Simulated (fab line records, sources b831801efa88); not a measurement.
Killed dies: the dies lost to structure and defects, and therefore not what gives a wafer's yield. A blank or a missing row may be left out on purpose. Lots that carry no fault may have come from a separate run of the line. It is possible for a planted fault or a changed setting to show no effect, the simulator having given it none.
fab line records + flow sky130
[record]
- lots = 10
- wafers = 30
- lastDay = 50
route steps=708 shown CONTACT@433 CAPM@539 VIA3@585 VIA4@642 PAD_OPEN@708
lots with no fault: from the same line, run without faults
startH: hours from the record's opening day to when the first of the lot's shown wafers began + waitH: hours since the lot's step before + " identical to the entry in the row above + L1.1+2: several wafers, shown together as one row + - either no value or no given start + * or withheld: withheld + < > ~ a bound
route shown NAME@n: a module of which the file shows steps, and the number in the route of the first + usual: mean/standard deviation taken from wafers without a fault + same: alike in all rows + chamber/n: place in a boat + sites: readings site by site + _std_site: standard deviation across them + _edge_site: outer sites' mean less inner sites' + radiusMm: for every site, how far away it sits from the centre of the wafer + mask NAME#n: copy n + behind: tool/chamber where the wafer was last shaped + hold: what put the lot on hold/how long, in hours/how the hold closed + device: names the non-switching transistor (n, p or np) + end of line: tests of these same wafers at the route's end + a step with no rows: only its recipe + killed: dies that structure and defects cost at the first sort, which is not the same as the wafer's yield + map: shows each die of a wafer: x if killed, . if not, _ if none is there
set.NAME: the run value of the setting; set.NAME@STEP: its run value at that earlier step + model.NAME: the simulator's own value behind a step, which no gauge read
a sample of lots followed through the steps of the route, with each step as a table and each wafer as a row
services: the hour from which a tool's chamber was out of use, counted from the record's first day as startH (under 0 if before that day), plus the number of hours and why
[[steps]]
[step SKY_CONTACT_CMP_27]
[recipe]
- stopOn = SiO2
- tOverpolishS = 15
- downForcePsi = 3.5
- platenRpm = 60
- targetThkNm = 0
- padVelocityMS = 0.94248
[usual]
- headPressurePsi = 3.500/0.0075
- motorCurrentA = 9.9/0.88
- overpolishRunS = 15.001/0.0095
- timeToEndpointS = 82/3.7
| lot.wafer | tool   | chamber | startH | waitH | headPressurePsi | motorCurrentA | overpolishRunS | timeToEndpointS |
|-----------|--------|---------|--------|-------|-----------------|---------------|----------------|-----------------|
| L328.3    | cmp-01 | 2       | 749.77 | 0.1   | 3.492           | 10.2          | 15.011         | 75              |
| L328.1    | "      | 3       | "      | "     | 3.493           | 9.9           | 15.004         | 74              |
| L328.5    | "      | 1       | "      | "     | 3.508           | 12.1          | 15.011         | 80              |
| L329.3    | cmp-02 | 0       | 772.49 | 0.0   | 3.500           | 9.6           | 14.996         | 81              |
| L329.4    | "      | 2       | "      | "     | 3.501           | 8.4           | 15.001         | 84              |
| L329.6    | "      | 0       | "      | "     | 3.505           | 8.9           | 15.003         | 81              |
| L332.3    | cmp-01 | 3       | 783.19 | 0.1   | 3.497           | 10.3          | 14.991         | 80              |
| L332.4    | "      | 0       | "      | "     | 3.505           | 8.7           | 15.001         | 83              |
| L332.5    | "      | 3       | "      | "     | 3.500           | 10.2          | 14.998         | 82              |
| L333.2    | cmp-02 | 3       | 790.93 | 0.0   | 3.504           | 9.7           | 15.011         | 80              |
| L333.1    | "      | 0       | "      | "     | 3.506           | 9.3           | 14.998         | 77              |
| L333.3    | "      | 1       | "      | "     | 3.512           | 10.7          | 15.003         | 81              |
| L337.2    | cmp-01 | 1       | 820.72 | 0.0   | 3.503           | 11.7          | 14.989         | 84              |
| L337.3    | "      | 2       | "      | "     | 3.494           | 10.3          | 15.006         | 80              |
| L337.5    | "      | 1       | "      | "     | 3.504           | 12.4          | 14.999         | 81              |
| L339.1    | cmp-02 | 2       | 838.26 | 0.2   | 3.490           | 8.8           | 15.016         | 89              |
| L339.6    | "      | 3       | "      | "     | 3.499           | 9.8           | 15.003         | 83              |
| L339.5    | "      | 0       | "      | "     | 3.504           | 9.4           | 15.007         | 82              |
| L342.3    | cmp-02 | 0       | 871.75 | 0.2   | 3.484           | 9.4           | 14.984         | 79              |
| L342.4    | "      | 1       | "      | "     | 3.493           | 11.1          | 15.001         | 84              |
| L342.1    | "      | 2       | "      | "     | 3.499           | 9.0           | 15.003         | 85              |
| L344.3    | cmp-02 | 2       | 882.91 | 0.2   | 3.504           | 8.9           | 14.997         | 81              |
| L344.4    | "      | 3       | "      | "     | 3.517           | 9.9           | 14.999         | 78              |
| L344.2    | "      | 0       | "      | "     | 3.497           | 9.0           | 14.985         | 84              |
| L348.3    | cmp-01 | 1       | 905.49 | 0.2   | 3.505           | 11.6          | 15.008         | 82              |
| L348.2    | "      | 2       | "      | "     | 3.501           | 10.0          | 15.013         | 80              |
| L348.5    | "      | 1       | "      | "     | 3.501           | 11.6          | 14.988         | 83              |
| L349.4    | cmp-02 | 3       | 908.97 | 0.1   | 3.507           | 10.2          | 14.991         | 77              |
| L349.5    | "      | 2       | "      | "     | 3.498           | 8.8           | 15.006         | 86              |
| L349.6    | "      | 3       | "      | "     | 3.498           | 10.0          | 14.993         | 79              |
[step SKY_CAPM_SPUTTER_02]
[recipe]
- material = TiN
- targetThkNm = 200
- tempC = 300
- powerW = 6500
- timeS = 166.7
- chamberPressurePa = 0.4
[usual]
- throttleValvePct = 30.1/0.89
| lot.wafer | tool          | chamber | startH  | waitH | throttleValvePct |
|-----------|---------------|---------|---------|-------|------------------|
| L328.1    | pvdSputter-01 | -       | 861.46  | 0.1   | 31.5             |
| L328.3    | "             | -       | "       | "     | 30.5             |
| L328.5    | "             | -       | "       | "     | 29.9             |
| L329.3    | pvdSputter-02 | -       | 884.00  | 0.0   | 30.6             |
| L329.4    | "             | -       | "       | "     | 30.4             |
| L329.6    | "             | -       | "       | "     | 30.5             |
| L332.3    | pvdSputter-01 | -       | 895.15  | 0.0   | 30.0             |
| L332.4    | "             | -       | "       | "     | 30.2             |
| L332.5    | "             | -       | "       | "     | 29.8             |
| L333.1    | pvdSputter-02 | -       | 901.82  | 0.1   | 30.7             |
| L333.2    | "             | -       | "       | "     | 29.9             |
| L333.3    | "             | -       | "       | "     | 30.8             |
| L337.2    | pvdSputter-02 | -       | 930.82  | 0.0   | 30.5             |
| L337.3    | "             | -       | "       | "     | 30.6             |
| L337.5    | "             | -       | "       | "     | 30.4             |
| L339.1    | pvdSputter-01 | -       | 945.10  | 0.1   | 30.0             |
| L339.5    | "             | -       | "       | "     | 30.0             |
| L339.6    | "             | -       | "       | "     | 30.7             |
| L342.1    | pvdSputter-01 | -       | 978.62  | 0.1   | 30.0             |
| L342.3    | "             | -       | "       | "     | 30.3             |
| L342.4    | "             | -       | "       | "     | 30.5             |
| L344.2    | pvdSputter-02 | -       | 987.39  | 0.0   | 30.0             |
| L344.3    | "             | -       | "       | "     | 30.4             |
| L344.4    | "             | -       | "       | "     | 30.6             |
| L348.2    | pvdSputter-02 | -       | 1011.34 | 0.0   | 30.3             |
| L348.3    | "             | -       | "       | "     | 28.3             |
| L348.5    | "             | -       | "       | "     | 29.7             |
| L349.4    | pvdSputter-02 | -       | 1014.22 | 0.0   | 30.5             |
| L349.5    | "             | -       | "       | "     | 30.1             |
| L349.6    | "             | -       | "       | "     | 30.6             |
[step SKY_CAPM_RS_MEAS_03]
[recipe]
- thkMeasGauge = four-point-probe
- reads = TiN_of_CAPM_SPUTTER_02
[usual]
- CAPM_TIN_RS = 6.92/0.081
| lot.wafer | tool         | chamber | startH  | waitH | CAPM_TIN_RS[ohm/sq] |
|-----------|--------------|---------|---------|-------|---------------------|
| L328.1    | filmMetro-02 | -       | 861.57  | 0.1   | 6.89                |
| L328.3    | "            | -       | "       | "     | 6.93                |
| L328.5    | "            | -       | "       | "     | 6.91                |
| L329.3    | filmMetro-01 | -       | 884.15  | 0.1   | 6.87                |
| L329.4    | "            | -       | "       | "     | 6.96                |
| L329.6    | "            | -       | "       | "     | 6.83                |
| L332.3    | filmMetro-01 | -       | 895.30  | 0.1   | 6.90                |
| L332.4    | "            | -       | "       | "     | 6.86                |
| L332.5    | "            | -       | "       | "     | 6.88                |
| L333.1    | filmMetro-02 | -       | 901.93  | 0.1   | 6.93                |
| L333.2    | "            | -       | "       | "     | 6.83                |
| L333.3    | "            | -       | "       | "     | 6.79                |
| L337.2    | filmMetro-01 | -       | 930.95  | 0.1   | 6.88                |
| L337.3    | "            | -       | "       | "     | 7.02                |
| L337.5    | "            | -       | "       | "     | 6.97                |
| L339.1    | filmMetro-01 | -       | 945.21  | 0.1   | 7.07                |
| L339.5    | "            | -       | "       | "     | 7.03                |
| L339.6    | "            | -       | "       | "     | 7.07                |
| L342.1    | filmMetro-02 | -       | 978.73  | 0.1   | 6.83                |
| L342.3    | "            | -       | "       | "     | 6.87                |
| L342.4    | "            | -       | "       | "     | 6.42                |
| L344.2    | filmMetro-02 | -       | 987.52  | 0.1   | 6.90                |
| L344.3    | "            | -       | "       | "     | 6.94                |
| L344.4    | "            | -       | "       | "     | 6.81                |
| L348.2    | filmMetro-02 | -       | 1011.47 | 0.1   | 7.01                |
| L348.3    | "            | -       | "       | "     | 6.95                |
| L348.5    | "            | -       | "       | "     | 6.94                |
| L349.4    | filmMetro-02 | -       | 1014.39 | 0.1   | 6.97                |
| L349.5    | "            | -       | "       | "     | 6.96                |
| L349.6    | "            | -       | "       | "     | 6.99                |
[step SKY_CAPM_THK_MEAS_04]
[recipe]
- thkMeasGauge = xrf
- reads = TiN_of_CAPM_SPUTTER_02
[usual]
- CAPM_TIN_THK = 200.1/2.5
| lot.wafer | tool         | chamber | startH  | waitH | CAPM_TIN_THK[nm] |
|-----------|--------------|---------|---------|-------|------------------|
| L328.1    | filmMetro-02 | -       | 861.69  | 0.1   | 200.4            |
| L328.3    | "            | -       | "       | "     | 200.0            |
| L328.5    | "            | -       | "       | "     | 200.3            |
| L329.3    | filmMetro-01 | -       | 884.25  | 0.1   | 202.1            |
| L329.4    | "            | -       | "       | "     | 199.1            |
| L329.6    | "            | -       | "       | "     | 202.5            |
| L332.3    | filmMetro-01 | -       | 895.40  | 0.1   | 201.4            |
| L332.4    | "            | -       | "       | "     | 203.1            |
| L332.5    | "            | -       | "       | "     | 202.1            |
| L333.1    | filmMetro-02 | -       | 902.05  | 0.1   | 198.1            |
| L333.2    | "            | -       | "       | "     | 201.3            |
| L333.3    | "            | -       | "       | "     | 201.8            |
| L337.2    | filmMetro-01 | -       | 931.06  | 0.1   | 202.1            |
| L337.3    | "            | -       | "       | "     | 198.7            |
| L337.5    | "            | -       | "       | "     | 199.3            |
| L339.1    | filmMetro-01 | -       | 945.33  | 0.1   | 197.1            |
| L339.5    | "            | -       | "       | "     | 197.7            |
| L339.6    | "            | -       | "       | "     | 196.8            |
| L342.1    | filmMetro-02 | -       | 978.85  | 0.1   | 201.2            |
| L342.3    | "            | -       | "       | "     | 199.1            |
| L342.4    | "            | -       | "       | "     | 213.6            |
| L344.2    | filmMetro-02 | -       | 987.63  | 0.1   | 199.1            |
| L344.3    | "            | -       | "       | "     | 197.7            |
| L344.4    | "            | -       | "       | "     | 201.0            |
| L348.2    | filmMetro-02 | -       | 1011.58 | 0.1   | 194.6            |
| L348.3    | "            | -       | "       | "     | 197.1            |
| L348.5    | "            | -       | "       | "     | 197.9            |
| L349.4    | filmMetro-02 | -       | 1014.48 | 0.1   | 197.0            |
| L349.5    | "            | -       | "       | "     | 196.7            |
| L349.6    | "            | -       | "       | "     | 196.1            |
[step SKY_CAPM_METAL_ETCH_13]
[recipe]
- targetDepthNm = 220
- stopOn = SiO2
- chemistry = Cl2/BCl3
- target = TiN
- pressureMtorr = 10
- icpW = 900
- biasW = 48.5
- Cl2_flow_sccm = 60
- bcl3FlowSccm = 30
- timeS = 62.9
[usual]
- drypumpMotorCurrentA = 5.9/0.47
- oesProductAu = 0.941/0.0083
- throttleValvePct = 21.903/0.0099
| lot.wafer | tool        | chamber | startH  | waitH | drypumpMotorCurrentA | oesProductAu | rfHoursCounterH | throttleValvePct |
|-----------|-------------|---------|---------|-------|----------------------|--------------|-----------------|------------------|
| L328.1    | rieMetal-01 | 1       | 887.47  | 0.0   | 5.4                  | 0.945        | 13              | 21.887           |
| L328.3    | "           | 1       | "       | "     | 5.4                  | 0.947        | -               | 21.906           |
| L328.5    | "           | 1       | "       | "     | 5.4                  | 0.950        | -               | 21.901           |
| L329.3    | rieMetal-01 | 0       | 909.23  | 0.0   | 5.5                  | 0.949        | -               | 21.897           |
| L329.4    | "           | 1       | "       | "     | 5.4                  | 0.934        | -               | 21.912           |
| L329.6    | "           | 0       | "       | "     | 5.5                  | 0.941        | -               | 21.897           |
| L332.3    | rieMetal-03 | 0       | 919.29  | 0.0   | 5.5                  | 0.949        | -               | 21.901           |
| L332.4    | "           | 1       | "       | "     | 6.1                  | 0.943        | -               | 21.891           |
| L332.5    | "           | 1       | "       | "     | 6.1                  | 0.944        | -               | 21.908           |
| L333.1    | rieMetal-02 | 1       | 926.51  | 0.0   | 6.6                  | 0.940        | 13              | 21.894           |
| L333.2    | "           | 1       | "       | "     | 6.6                  | 0.953        | -               | 21.908           |
| L333.3    | "           | 1       | "       | "     | 6.6                  | 0.946        | -               | 21.891           |
| L337.2    | rieMetal-01 | 1       | 955.64  | 0.0   | 5.4                  | 0.947        | -               | 21.903           |
| L337.3    | "           | 1       | "       | "     | 5.3                  | 0.928        | -               | 21.901           |
| L337.5    | "           | 1       | "       | "     | 5.4                  | 0.936        | -               | 21.897           |
| L339.1    | rieMetal-03 | 1       | 969.71  | 0.0   | 6.1                  | 0.941        | 12              | 21.904           |
| L339.5    | "           | 1       | "       | "     | 6.1                  | 0.927        | -               | 21.909           |
| L339.6    | "           | 0       | "       | "     | 5.4                  | 0.931        | -               | 21.917           |
| L342.1    | rieMetal-03 | 0       | 1001.91 | 0.0   | 5.4                  | 0.949        | 4               | 21.914           |
| L342.3    | "           | 0       | "       | "     | 5.4                  | 0.940        | -               | 21.895           |
| L342.4    | "           | 1       | "       | "     | 6.1                  | 0.984        | -               | 21.883           |
| L344.2    | rieMetal-03 | 1       | 1011.41 | 0.0   | 6.1                  | 0.945        | 14              | 21.897           |
| L344.3    | "           | 0       | "       | "     | 5.4                  | 0.947        | -               | 21.910           |
| L344.4    | "           | 1       | "       | "     | 6.1                  | 0.942        | -               | 21.904           |
| L348.2    | rieMetal-01 | 0       | 1034.16 | 0.0   | 5.5                  | 0.943        | 18              | 21.929           |
| L348.3    | "           | 0       | "       | "     | 5.5                  | 0.940        | -               | 21.897           |
| L348.5    | "           | 0       | "       | "     | 5.5                  | 0.943        | -               | 21.919           |
| L349.4    | rieMetal-02 | 0       | 1036.79 | 0.0   | 6.0                  | 0.933        | -               | 21.906           |
| L349.5    | "           | 0       | "       | "     | 6.0                  | 0.928        | -               | 21.903           |
| L349.6    | "           | 1       | "       | "     | 6.7                  | 0.940        | -               | 21.914           |
[step SKY_VIA3_CD_MEAS_12]
[recipe]
- targetCdNm = 200
[usual]
- cdNm = 200.1/1.5
| lot.wafer | tool     | chamber | startH  | waitH | cdNm  |
|-----------|----------|---------|---------|-------|-------|
| L328.1    | cdSem-01 | -       | 939.16  | -     | 199.2 |
| L328.3    | "        | -       | "       | "     | 198.6 |
| L328.5    | "        | -       | "       | "     | 198.9 |
| L329.3    | cdSem-02 | -       | 961.20  | -     | 201.0 |
| L329.4    | "        | -       | "       | "     | 201.7 |
| L329.6    | "        | -       | "       | "     | 201.4 |
| L332.3    | cdSem-01 | -       | 971.55  | -     | 196.8 |
| L332.4    | "        | -       | "       | "     | 197.1 |
| L332.5    | "        | -       | "       | "     | 198.0 |
| L333.1    | cdSem-02 | -       | 977.93  | -     | 202.0 |
| L333.2    | "        | -       | "       | "     | 200.7 |
| L333.3    | "        | -       | "       | "     | 200.4 |
| L337.2    | cdSem-02 | -       | 1005.14 | -     | 200.9 |
| L337.3    | "        | -       | "       | "     | 201.2 |
| L337.5    | "        | -       | "       | "     | 199.6 |
| L339.1    | cdSem-02 | -       | 1019.63 | -     | 199.1 |
| L339.5    | "        | -       | "       | "     | 198.6 |
| L339.6    | "        | -       | "       | "     | 199.9 |
| L342.1    | cdSem-02 | -       | 1049.78 | -     | 201.8 |
| L342.3    | "        | -       | "       | "     | 198.5 |
| L342.4    | "        | -       | "       | "     | 199.4 |
| L344.2    | cdSem-02 | -       | 1059.09 | -     | 200.3 |
| L344.3    | "        | -       | "       | "     | 199.6 |
| L344.4    | "        | -       | "       | "     | 198.9 |
| L348.2    | cdSem-01 | -       | 1079.50 | -     | 200.0 |
| L348.3    | "        | -       | "       | "     | 200.4 |
| L348.5    | "        | -       | "       | "     | 199.3 |
| L349.4    | cdSem-01 | -       | 1082.04 | -     | 197.7 |
| L349.5    | "        | -       | "       | "     | 197.1 |
| L349.6    | "        | -       | "       | "     | 198.0 |
[step SKY_VIA4_BOW_MEAS_03]
[recipe]
- mode = bow
[usual]
- VIA4_BOW = 80/7.3
| lot.wafer | tool         | chamber | startH  | waitH | VIA4_BOW[um] |
|-----------|--------------|---------|---------|-------|--------------|
| L328.1    | filmMetro-01 | -       | 992.00  | 0.1   | 77           |
| L328.3    | "            | -       | "       | "     | 71           |
| L328.5    | "            | -       | "       | "     | 86           |
| L329.3    | filmMetro-04 | -       | 1013.22 | 0.3   | 74           |
| L329.4    | "            | -       | "       | "     | 76           |
| L329.6    | "            | -       | "       | "     | 79           |
| L332.3    | filmMetro-01 | -       | 1022.58 | 0.2   | 75           |
| L332.4    | "            | -       | "       | "     | 81           |
| L332.5    | "            | -       | "       | "     | 83           |
| L333.1    | filmMetro-04 | -       | 1028.09 | 0.1   | 89           |
| L333.2    | "            | -       | "       | "     | 90           |
| L333.3    | "            | -       | "       | "     | 77           |
| L337.2    | filmMetro-04 | -       | 1054.40 | 0.2   | 85           |
| L337.3    | "            | -       | "       | "     | 80           |
| L337.5    | "            | -       | "       | "     | 82           |
| L339.1    | filmMetro-01 | -       | 1068.24 | 0.1   | 81           |
| L339.5    | "            | -       | "       | "     | 64           |
| L339.6    | "            | -       | "       | "     | 64           |
| L342.1    | filmMetro-04 | -       | 1095.94 | 0.1   | 89           |
| L342.3    | "            | -       | "       | "     | 88           |
| L342.4    | "            | -       | "       | "     | 79           |
| L344.2    | filmMetro-01 | -       | 1104.00 | 0.2   | 73           |
| L344.3    | "            | -       | "       | "     | 77           |
| L344.4    | "            | -       | "       | "     | 75           |
| L348.2    | filmMetro-01 | -       | 1126.83 | 0.3   | 82           |
| L348.3    | "            | -       | "       | "     | 62           |
| L348.5    | "            | -       | "       | "     | 74           |
| L349.4    | filmMetro-01 | -       | 1127.31 | 0.2   | 75           |
| L349.5    | "            | -       | "       | "     | 85           |
| L349.6    | "            | -       | "       | "     | 84           |
[step SKY_PAD_OPEN_PROBE_99]
[usual]
- defectLimitedYield = 82.4/1.9
- killed_at_M0_to_M3 = 44/7.5
- killed_at_M4_up = 3.2/1.9
- killedAtContacts = 23/4.7
- killedAtFrontEnd = 15/4.7
- killedAtOther = 0.4/0.66
- killedDies = 87/9.3
- killedOnRim = 17/4.1
- killedOpen = 47/7.2
- killedShort = 39/6.5
- sort_bin_3_pad_short = 0.8/0.39
- sort_bin_5_function = 10.5/1.4
- sort_bin_6_memory = 6.3/1.2
- sortNPass = 405/9.3
- sortYieldPct = 82.4/1.9
[same]
- grossDies = 492
- killedAtBackSide = 0
- sort_bin_4_leakage[%] = 0
- sort_bin_8_speed[%] = 0
| lot.wafer | tool      | chamber | startH  | waitH | defectLimitedYield[%] | killed_at_M0_to_M3 | killed_at_M4_up | killedAtContacts | killedAtFrontEnd | killedAtOther | killedDies | killedOnRim | killedOpen | killedShort | sort_bin_3_pad_short[%] | sort_bin_5_function[%] | sort_bin_6_memory[%] | sortNPass | sortYieldPct[%] |
|-----------|-----------|---------|---------|-------|-----------------------|--------------------|-----------------|------------------|------------------|---------------|------------|-------------|------------|-------------|-------------------------|------------------------|----------------------|-----------|-----------------|
| L333.1    | prober-01 | -       | 1115.89 | 0.1   | 83.5                  | 40                 | 3               | 22               | 16               | 0             | 81         | 18          | 52         | 29          | 0.6                     | 10.6                   | 5.3                  | 411       | 83.5            |
| L333.2    | prober-01 | -       | 1115.94 | 0.1   | 80.7                  | 46                 | 3               | 25               | 21               | 0             | 95         | 24          | 43         | 52          | 1.2                     | 12.6                   | 5.5                  | 397       | 80.7            |
| L333.3    | prober-01 | -       | 1115.99 | 0.2   | 81.3                  | 48                 | 2               | 23               | 19               | 0             | 92         | 19          | 46         | 46          | 0.6                     | 12.0                   | 6.1                  | 400       | 81.3            |
| L337.3    | prober-01 | -       | 1144.86 | 0.2   | 84.3                  | 39                 | 1               | 22               | 15               | 0             | 77         | 11          | 40         | 36          | 0.6                     | 7.7                    | 7.3                  | 415       | 84.3            |
| L339.1    | prober-01 | -       | 1152.02 | 0.1   | 83.5                  | 32                 | 4               | 29               | 16               | 0             | 81         | 16          | 37         | 44          | 0.4                     | 10.4                   | 5.7                  | 411       | 83.5            |
| L339.5    | prober-01 | -       | 1152.22 | 0.2   | 82.7                  | 41                 | 6               | 25               | 13               | 0             | 85         | 13          | 45         | 38          | 0.4                     | 9.8                    | 7.1                  | 407       | 82.7            |
| L339.6    | prober-01 | -       | 1152.27 | 0.2   | 83.3                  | 46                 | 5               | 18               | 11               | 2             | 82         | 16          | 46         | 36          | 0.4                     | 9.3                    | 6.9                  | 410       | 83.3            |
| L344.2    | prober-02 | -       | 1180.65 | 0.1   | 83.5                  | 44                 | 5               | 20               | 12               | 0             | 81         | 13          | 49         | 32          | 0.4                     | 9.1                    | 6.9                  | 411       | 83.5            |
| L344.3    | prober-02 | -       | 1180.70 | 0.2   | 77.6                  | 53                 | 1               | 30               | 26               | 0             | 110        | 23          | 59         | 51          | 0.2                     | 14.4                   | 7.7                  | 382       | 77.6            |
| L344.4    | prober-02 | -       | 1180.75 | 0.2   | 79.7                  | 46                 | 4               | 23               | 26               | 1             | 100        | 19          | 52         | 48          | 1.6                     | 11.0                   | 7.7                  | 392       | 79.7            |
// killed by level:class
L333.1 LI_CONTACT:geometricParticle:open=10 VIA1:geometricParticle:open=9 CONTACT:geometricParticle:open=7 METAL1:geometricParticle:short=6 VIA3:geometricParticle:open=5 METAL1:geometricParticle:open=4 METAL2:geometricParticle:short=4 FIELD_ISO:geometricParticle:open=3
L333.2 LOCAL_INTERCONNECT:geometricParticle:short=8 VIA1:geometricParticle:open=7 METAL2:geometricParticle:open=6 METAL1:geometricParticle:short=6 VIA1:geometricParticle:short=6 METAL2:geometricParticle:short=6 VIA2:geometricParticle:open=6 POLY_GATE:geometricParticle:open=5
L333.3 METAL2:geometricParticle:short=8 METAL1:geometricParticle:short=7 LI_CONTACT:geometricParticle:open=7 CONTACT:geometricParticle:open=7 VIA1:geometricParticle:open=7 FIELD_ISO:geometricParticle:open=5 METAL3:geometricParticle:short=5 VIA2:geometricParticle:short=4
L337.3 LI_CONTACT:geometricParticle:open=8 METAL2:geometricParticle:short=8 METAL1:geometricParticle:short=6 VIA1:geometricParticle:open=6 POLY_GATE:geometricParticle:open=5 CONTACT:geometricParticle:open=5 VIA2:geometricParticle:open=5 FIELD_ISO:geometricParticle:open=3
L339.1 CONTACT:geometricParticle:open=10 VIA1:geometricParticle:open=6 LOCAL_INTERCONNECT:geometricParticle:short=5 CONTACT:geometricParticle:short=5 METAL2:geometricParticle:short=5 POLY_GATE:geometricParticle:open=4 LI_CONTACT:geometricParticle:short=4 LI_CONTACT:geometricParticle:open=4
L339.5 VIA1:geometricParticle:open=11 CONTACT:geometricParticle:open=11 VIA1:geometricParticle:short=6 METAL2:geometricParticle:short=6 LI_CONTACT:geometricParticle:open=5 LOCAL_INTERCONNECT:geometricParticle:short=4 VIA2:geometricParticle:open=4 METAL4:geometricParticle:short=4
L339.6 VIA1:geometricParticle:open=14 CONTACT:geometricParticle:open=8 METAL2:geometricParticle:short=7 VIA3:geometricParticle:open=7 METAL1:geometricParticle:short=5 LI_CONTACT:geometricParticle:open=4 LOCAL_INTERCONNECT:geometricParticle:short=4 POLY_GATE:geometricParticle:open=3
L344.2 VIA1:geometricParticle:open=11 VIA2:geometricParticle:open=9 METAL3:geometricParticle:short=8 CONTACT:geometricParticle:open=7 VIA3:geometricParticle:open=6 LI_CONTACT:geometricParticle:open=5 POLY_GATE:geometricParticle:open=4 POLY_GATE:geometricParticle:short=3
L344.3 VIA1:geometricParticle:open=15 FIELD_ISO:geometricParticle:short=11 VIA3:geometricParticle:open=11 LI_CONTACT:geometricParticle:open=10 LOCAL_INTERCONNECT:geometricParticle:short=7 POLY_GATE:geometricParticle:short=6 CONTACT:geometricParticle:open=5 VIA1:geometricParticle:short=5
L344.4 VIA3:geometricParticle:open=11 CONTACT:geometricParticle:open=8 POLY_GATE:geometricParticle:open=6 LI_CONTACT:geometricParticle:open=6 METAL1:geometricParticle:short=6 VIA1:geometricParticle:open=6 POLY_GATE:geometricParticle:short=5 LOCAL_INTERCONNECT:geometricParticle:short=5
[[services]]
| tool          | chamber | startH  | hours | kind   |
|---------------|---------|---------|-------|--------|
| cmp-01        | -       | 726.60  | 5.5   | pm     |
| rieMetal-03   | -       | 729.44  | 14.6  | pm     |
| rieMetal-01   | 0       | 742.35  | 17.8  | repair |
| pvdSputter-01 | -       | 743.02  | 11.9  | repair |
| cmp-02        | -       | 744.00  | 4.0   | pm     |
| rieMetal-03   | 1       | 744.07  | 29.0  | repair |
| pvdSputter-02 | -       | 744.96  | 7.3   | repair |
| pvdSputter-02 | -       | 765.90  | 1.8   | repair |
| cmp-02        | -       | 793.30  | 0.3   | repair |
| rieMetal-01   | -       | 810.00  | 2.5   | repair |
| cmp-01        | -       | 819.73  | 0.9   | repair |
| cmp-02        | -       | 822.34  | 0.8   | repair |
| cmp-01        | -       | 831.29  | 63.6  | repair |
| cmp-01        | -       | 841.77  | 2.3   | repair |
| rieMetal-03   | 1       | 869.59  | 1.9   | repair |
| rieMetal-01   | 0       | 888.64  | 6.2   | repair |
| cmp-01        | -       | 894.84  | 5.2   | pm     |
| cmp-02        | -       | 900.07  | 5.6   | pm     |
| cmp-02        | -       | 925.84  | 8.8   | pm     |
| cmp-02        | -       | 955.57  | 12.2  | pm     |
| pvdSputter-02 | -       | 966.09  | 4.3   | repair |
| pvdSputter-02 | -       | 998.37  | 2.7   | repair |
| pvdSputter-02 | -       | 999.21  | 5.1   | repair |
| pvdSputter-02 | -       | 1000.78 | 9.7   | repair |
[[key]]
[firstSign]
- step = SKY_CAPM_RS_MEAS_03
- reading = CAPM_TIN_RS
- direction = down
- sigmas = 6.1
- usual = 6.92
- struck = 6.42
[effect]
- step = SKY_CAPM_THK_MEAS_04
- reading = CAPM_TIN_THK
- direction = up
- sigmas = 5.4
- usual = 200.1
- struck = 213.6
[effect]
- step = SKY_CAPM_METAL_ETCH_13
- reading = oesProductAu
- direction = up
- sigmas = 5.2
- usual = 0.941
- struck = 0.984
metAt SKY_CAPM_SPUTTER_02
struckLots L342
struckWafers L342.4
notActingAt SKY_CONTACT_CMP_27,SKY_VIA3_CD_MEAS_12,SKY_VIA4_BOW_MEAS_03
onsetBetween 945.10 978.62
[fault]
- kind = processParameterDrift
- tool = pvdSputter-01
- chamber = -
- onsetH = 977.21
- steps = SKY_CAPM_SPUTTER_02
- channel = timeS
- offset = *
- shape = step
- endH = 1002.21
- actsIn = *
- stated = *
- scope = struckWafersOnly
